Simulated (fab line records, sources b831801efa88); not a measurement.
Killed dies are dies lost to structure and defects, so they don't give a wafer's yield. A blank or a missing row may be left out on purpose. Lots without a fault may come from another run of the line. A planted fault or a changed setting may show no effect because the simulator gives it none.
Tool commonality check | flow sky130 | 15 lots, 45 wafers sampled

WHY IT WAS OPENED
At SKY_NWELL_TW_MEAS_26 the reading NWELL_2_TW is flagged on 3 of 15 lots. Wafers without a fault read 499.8, standard deviation 2.7.
Rule: a lot is flagged when every wafer of it that has a number lies more than 4 standard deviations from that mean, or none has a number. The other lots count as sound.

lot  | measured     | on            | NWELL_2_TW, wafer by wafer | flag
L273 | day 5 08:19  | film_metro-01 | 497.5 501.9 501.2          |
L274 | day 5 15:33  | film_metro-02 | 495.0 495.2 495.6          |
L275 | day 6 00:02  | film_metro-01 | 505.2 500.3 502.4          |
L277 | day 6 07:50  | film_metro-04 | 499.3 499.3 499.9          |
L282 | day 7 16:44  | film_metro-01 | 556.3 555.4 557.6          | FLAGGED
L283 | day 7 19:52  | film_metro-04 | 554.9 555.8 555.3          | FLAGGED
L284 | day 8 01:09  | film_metro-01 | 554.4 555.7 554.1          | FLAGGED
L288 | day 9 04:52  | film_metro-01 | 496.9 497.5 499.5          |
L289 | day 9 08:35  | film_metro-01 | 497.6 501.5 501.7          |
L290 | day 9 14:41  | film_metro-04 | 503.0 501.6 504.4          |
L291 | day 10 00:20 | film_metro-04 | 502.6 504.2 501.4          |
L292 | day 10 02:41 | film_metro-02 | 496.0 499.1 500.5          |
L294 | day 10 17:07 | film_metro-04 | 505.5 501.1 504.3          |
L295 | day 11 02:59 | film_metro-04 | 497.6 500.2 496.4          |
L296 | day 11 12:50 | film_metro-01 | 496.1 498.2 495.2          |
The numbers of the flagged lots are 555.5 on average: +55.7 against the usual, or +21 standard deviations.

WHICH TOOL RAN EACH LOT
The record holds 1 process step before the reading, out of a route of 708 steps. In each cell: the tool, then ch and the chambers that the sampled wafers went through, then the start.
lot  | flag    | SKY_PWDE_COAT_02
L273 |         | litho_track-04 ch 0, day 3 14:20
L274 |         | litho_track-02 ch 0, day 3 21:31
L275 |         | litho_track-04 ch 0, day 4 03:49
L277 |         | litho_track-04 ch 0, day 4 10:22
L282 | FLAGGED | litho_track-04, day 5 15:55
L283 | FLAGGED | litho_track-02, day 5 18:38
L284 | FLAGGED | litho_track-04, day 5 23:47
L288 |         | litho_track-04 ch 0, day 6 23:28
L289 |         | litho_track-04 ch 0, day 7 04:10
L290 |         | litho_track-01 ch 0, day 7 09:38
L291 |         | litho_track-02 ch 0, day 7 18:05
L292 |         | litho_track-02 ch 0, day 7 20:14
L294 |         | litho_track-02 ch 0, day 8 07:46
L295 |         | litho_track-04 ch 0, day 8 18:07
L296 |         | litho_track-01 ch 0, day 9 02:55
What these steps do:
- SKY_PWDE_COAT_02: resist thk 3000 nm.
- SKY_NWELL_TW_MEAS_26

FLAGGED OVER TOTAL, TOOL BY TOOL (the gauges that took the reading come last)
step                 | tool           | lots run | flagged | share of the flagged lots | sound lots run after its first flagged lot
SKY_PWDE_COAT_02     | litho_track-01 | 2        | 0       | none                      | -
SKY_PWDE_COAT_02     | litho_track-02 | 5        | 1       | some                      | 3 (L291,L292,L294)
SKY_PWDE_COAT_02     | litho_track-04 | 8        | 2       | some                      | 3 (L288,L289,L295)
SKY_NWELL_TW_MEAS_26 | film_metro-01  | 7        | 2       | some                      | 3 (L288,L289,L296)
SKY_NWELL_TW_MEAS_26 | film_metro-02  | 2        | 0       | none                      | -
SKY_NWELL_TW_MEAS_26 | film_metro-04  | 6        | 1       | some                      | 4 (L290,L291,L294,L295)

WHAT THE TABLE ALLOWS
No row of the table ran every flagged lot.

WHAT THE SIMULATOR HAD PUT IN
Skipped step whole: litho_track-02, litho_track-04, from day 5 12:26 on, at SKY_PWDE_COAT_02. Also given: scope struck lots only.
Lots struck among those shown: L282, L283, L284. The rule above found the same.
